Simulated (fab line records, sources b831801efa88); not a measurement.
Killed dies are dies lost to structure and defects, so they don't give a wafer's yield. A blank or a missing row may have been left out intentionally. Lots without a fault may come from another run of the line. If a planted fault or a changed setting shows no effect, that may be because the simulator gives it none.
Problem report in the 8D (eight disciplines) form, filled by code | flow sky130 | the parts of the form that need people (team, actions taken, sign-off) are left out

== 1. THE ISSUE ==
At SKY_FIELD_ISO_STRIP_16, strip time to endpoint s averages 2.39 s over 4 wafers from 3 lots, while fault-free wafers read 3.56 s, standard deviation 0.035. Measured from the usual mean, that is -33 standard deviations.
The step: strips in O2/N2.
The first sign was on wafer L456.2 at day 3 19:44, on plasma asher-01. Wafers with a number at this step in the record: 33, from 11 lots. Rule for "out", or "out of limits": more than 4 standard deviations from the usual mean. Any other wafer with a number is counted as sound.

== 2. WHAT IT IS, AND WHAT IT ISN'T ==
question                    | is                                       | is not
which readings at this step | strip time to endpoint s, oes product au | chamber pressure mTorr, drypump motor current A
which lots                  | L456, L457, L459                         | L450, L451, L463, L465, L469, L470, L471, L472
which wafers of those lots  | L456.2, L457.2, L459.2, L459.5           | L456.4, L456.6, L457.3, L457.4, L459.6
read on which tools         | plasma asher-01, plasma asher-02         | plasma asher-04
when                        | from day 3 19:44                         | up to then (8 sound wafers); but 21 sound wafers of L457, L459, L463, L465, L469, L470, L471, L472 came after

== 3. THE SUSPECTS, EACH WITH WHAT RULES IT OUT ==
Counting: if a tool at a process step up to the reading ran every lot that is out, it stays a suspect. Sound lots after the first of them don't rule it out here, since some wafers of a struck lot are sound.
- rie diel-04 at SKY_FIELD_ISO_ETCH_15 (etches the open film in CHF3/O2, stops on Si, target depth 180 nm, time 72 s): kept. It ran every lot that is out, first L456 (day 3 19:40); its last sound lot up to then is L451 (day 2 15:04).
Left after counting: rie diel-04 at SKY_FIELD_ISO_ETCH_15.

== 4. THE CAUSE (what the simulator had put in) ==
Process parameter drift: rie diel-04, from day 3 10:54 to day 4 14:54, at SKY_FIELD_ISO_ETCH_15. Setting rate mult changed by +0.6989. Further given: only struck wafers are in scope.
The count eliminated every tool but this one.

== 5. SEQUENCE OF EFFECTS, ordered by route ==
Each row: a reading where the mean over the struck wafers with a number is more than 3 standard deviations away from the usual. Readings are gone through only where the record gives a usual standard deviation; hours: the median, over the lots, of the time from a lot's start at the first step in this table giving one to that lot's start at this step; sigmas: the change measured in usual standard deviations.
hours | step                   | reading                  | usual      | on struck wafers | change | sigmas
0     | SKY_FIELD_ISO_STRIP_16 | oes product au           | 0.378 a.u. | 0.328            | -0.050 | -9.8
0     | SKY_FIELD_ISO_STRIP_16 | strip time to endpoint s | 3.56 s     | 2.39             | -1.17  | -33
Here are the process steps it includes:
- SKY_FIELD_ISO_STRIP_16: strips in O2/N2.
Later measuring or inspecting steps at which every struck wafer that the step has a row for has a number for every such reading, and none has moved that far: SKY_POLY_GATE_THK_MEAS_04.

== 6. HOW IT WOULD HAVE BEEN CAUGHT EARLIER ==
First out-of-limits reading in this record: day 3 19:44, which is 9 hours after fault onset at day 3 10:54.
No tool reading at SKY_FIELD_ISO_ETCH_15 that has a usual standard deviation in the record was out on any struck wafer, so an alarm limit of 4 standard deviations on those readings would not have fired.
Among the 3 lots that are out, L457, L459 began SKY_FIELD_ISO_ETCH_15 on rie diel-04 after day 3 19:44. A hold on the tool at that time would have spared those 2.
